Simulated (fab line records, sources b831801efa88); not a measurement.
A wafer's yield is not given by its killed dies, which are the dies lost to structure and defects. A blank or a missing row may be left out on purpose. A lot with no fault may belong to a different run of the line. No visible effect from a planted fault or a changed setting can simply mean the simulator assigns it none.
Struck lot and sound lot, side by side :: flow sfq line :: 14 steps out of a route of 325
Sound: wafers L270.1, L270.2, L270.3. The struck wafers were L262.1, L262.5, L262.6. Last of all comes the cause.
For every step that has rows: the tool of each side, followed by ch and its chambers, followed by its first start. Under that, the readings that differ: sound wafers :: struck wafers :: difference of the means :: sigmas: that difference in standard deviations of wafers without a fault.
alike: words and numbers the same on both sides, and readings whose means are apart by under 2 such deviations; not compared: readings that were withheld, readings missing a value for some wafer, numbers with overlapping values and no deviation given by the record, and bounds like >300 which may hide the same value.
A row with sigmas, a row that says differs or no value, or rows on one side alone: a step with any of these is where the two part. When numbers do not overlap yet have no deviation, they are printed without sigmas and do not part them. Lack of a reading on every wafer of one side parts them only where that side has two or more wafers.

SFQ_TRILAYER_M6_ETCH_METAL_ETCH_162: etches Nb in Cl2/Ar, stops on SiO2, target depth 240 nm, time 120 s.
  sound on rie metal-02 ch 0,1, day 68 12:34; struck on rie metal-04 ch 0,1, day 67 02:07
  alike: drypump motor current A, oes product au
  not compared: rf hours counter h
SFQ_TRILAYER_M6_STRIP_STRIP_163: strips in O2.
  sound on rie metal-02 ch 0,1, day 68 12:41; struck on rie metal-04 ch 0,1, day 67 02:14
  alike: drypump motor current A, oes product au
  not compared: rf hours counter h
then, 1 step without rows for these wafers: SFQ_TRILAYER_M6_STRIP_SOLV_CLEAN_164 (cleans in NMP, time 600 s).
SFQ_TRILAYER_I6_DEP_PECVD_165: deposits SiO2 from SiH4/N2O, time 111.11 s, target thk 500 nm.
  sound on pecvd-04 ch 0,1,2, day 68 13:28; struck on pecvd-01 ch 0,1,2, day 67 03:01
  alike: heater power w, showerhead vpp V, throttle valve pct
  not compared: since wet clean h
SFQ_TRILAYER_I6_CMP_CMP_166: polishes SiO2.
  sound on cmp-02 ch 1,2,3, day 68 14:08; struck on cmp-02 ch 2,3, day 67 03:35
  alike: motor current A, time to endpoint s
SFQ_I6_BOW_MEAS_941:
  sound: film metro-01 at day 68 17:08; struck: film metro-01 at day 67 06:05
  alike: I6_BOW
SFQ_TRILAYER_I6_METRO_MEASURE_167:
  sound: film metro-01 at day 68 17:16; struck: film metro-01 at day 67 06:13
  alike: thk nm
then, 5 steps without rows for these wafers: SFQ_TRILAYER_I6_VIA_LITHO_COAT_174 (resist thk 62 nm); SFQ_TRILAYER_I6_VIA_LITHO_COAT_169 (resist thk 650 nm); SFQ_TRILAYER_I6_VIA_LITHO_SOFTBAKE_173; SFQ_TRILAYER_I6_VIA_LITHO_EXPOSE_170 (exposes mask I6, target cd 700 nm); SFQ_TRILAYER_I6_VIA_LITHO_PEB_172 (peb time 60 s).
SFQ_TRILAYER_I6_VIA_LITHO_DEVELOP_171: time 60 s.
  sound on litho track-02 ch 0, day 72 18:47; struck on litho track-02, day 67 11:19
  no value came back on the struck wafers for chill plate temp C (C), exhaust pa (Pa); on the sound wafers chill plate temp C (C) reads 23.06 23.05 22.94
reading: model.KrF_of_TRILAYER_I6_VIA_LITHO_COAT_169.thk nm (nm)
sound: 625 626.4 627.8
struck: 649.6 651.2 651.2
difference: +24.3
sigmas: 
SFQ_I6_OVL_MEAS_942:
  sound: overlay-01 at day 72 18:56; struck: overlay-01 at day 67 11:28
reading: I6_OVL (nm)
sound: -3 0 -2
struck: - - -
difference: no value on the struck wafers
sigmas: 

== WHERE THEY PART ==
First at SFQ_TRILAYER_I6_VIA_LITHO_DEVELOP_171; last, within this record, at SFQ_I6_OVL_MEAS_942.

WHY: the cause the simulator had injected
At SFQ_TRILAYER_I6_VIA_LITHO_DEVELOP_171, the step was skipped entirely on litho track-02 from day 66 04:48 on. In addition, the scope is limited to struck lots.
